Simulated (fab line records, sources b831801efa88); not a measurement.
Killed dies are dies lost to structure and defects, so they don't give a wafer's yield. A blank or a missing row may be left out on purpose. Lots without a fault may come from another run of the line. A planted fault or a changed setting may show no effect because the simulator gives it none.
One fault seen from 2 desks | flow gf180mcu | each desk has only its own numbers; what lay behind them comes last

THE TOOL OWNER'S DESK: implanter-03
The tool's own readings at GF_MVPSD_IMPLANT_08: means of the sampled wafers that have a number, for each lot that ran on this tool. A lot is out of limits, marked OUT, if its mean lies more than 4 standard deviations from the usual mean; the brackets give that distance.
Columns: A = beam_on_s at GF_MVPSD_IMPLANT_08, usual 10.01 s; B = faraday_current_uA at GF_MVPSD_IMPLANT_08, usual 84.5
lot  | first seen here | A                | B
L542 | day 5 10:34     | 10.01            | 84.8
L547 | day 6 18:46     | 11.12 (+5.8) OUT | 76.1 (-5.3) OUT
L548 | day 6 21:31     | 11.33 (+6.9) OUT | 74.4 (-6.3) OUT
L549 | day 7 04:53     | 11.39 (+7.2) OUT | 74.1 (-6.5) OUT
L560 | day 10 01:11    | 10.06            | 83.9
L561 | day 10 07:02    | 10.10            | 83.7
L563 | day 11 00:02    | 10.05            | 84.2
This desk's finding: out of limits on L547, L548, L549; first on L547, day 6 18:46 (beam_on_s at GF_MVPSD_IMPLANT_08). In limits: L542, L560, L561, L563.

THE METROLOGY DESK
What the gauges read, lot by lot, whatever tool the lot ran on: means of the sampled wafers that have a number. A lot is out of limits, marked OUT, if its mean lies more than 4 standard deviations from the usual mean; the brackets give that distance.
Columns: A = MVPSD_TW at GF_MVPSD_TW_MEAS_11, usual 553; B = MVPSD_RS at GF_VT_IMPLANT_RS_MEAS_49, usual 1168.7 ohm/sq; C = NSD_OVL at GF_NSD_OVL_MEAS_08, usual 0.0 nm
lot  | first seen here | A              | B                | C
L542 | day 5 10:58     | 550            | 1169.9           | -0.4
L547 | day 6 19:08     | 569 (+4.1) OUT | 1102.8 (-24) OUT | 1.8
L548 | day 6 21:55     | 570 (+4.2) OUT | 1100.9 (-24) OUT | -1.5
L549 | day 7 05:16     | 577 (+5.9) OUT | 1104.0 (-23) OUT | -1.7
L551 | day 7 17:52     | 551            | 1166.6           | 1.2
L554 | day 8 13:35     | 557            | 1167.8           | -0.6
L556 | day 9 02:10     | 562            | 1172.5           | -0.8
L557 | day 9 08:31     | 552            | 1165.3           | 0.6
L558 | day 9 13:01     | 553            | 1166.6           | 0.0
L559 | day 9 17:23     | 551            | 1170.5           | -0.0
L560 | day 10 01:34    | 549            | 1172.3           | -0.6
L561 | day 10 07:26    | 554            | 1167.9           | 0.7
L563 | day 11 00:26    | 562            | 1165.0           | 1.2
This desk's finding: out of limits on L547, L548, L549; first on L547, day 6 19:08 (MVPSD_TW at GF_MVPSD_TW_MEAS_11). In limits: L542, L551, L554, L556, L557, L558, L559, L560, L561, L563.

PUT TOGETHER
The tool owner's desk could have raised an alarm at day 6 18:46, on L547, L548, L549.
The metrology desk could have raised an alarm at day 6 19:08, on L547, L548, L549.
Of the lots named, all ran GF_MVPSD_IMPLANT_08 on implanter-03.

WHAT THE SIMULATOR HAD PUT IN
Process parameter drift: implanter-03, from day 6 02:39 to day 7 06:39, at GF_MVPSD_IMPLANT_08. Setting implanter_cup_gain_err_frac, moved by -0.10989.
Lots struck among those shown: L547, L548, L549.
Hours from the fault's start to each desk's first reading out of limits: the tool owner's desk, 16; the metrology desk, 16.
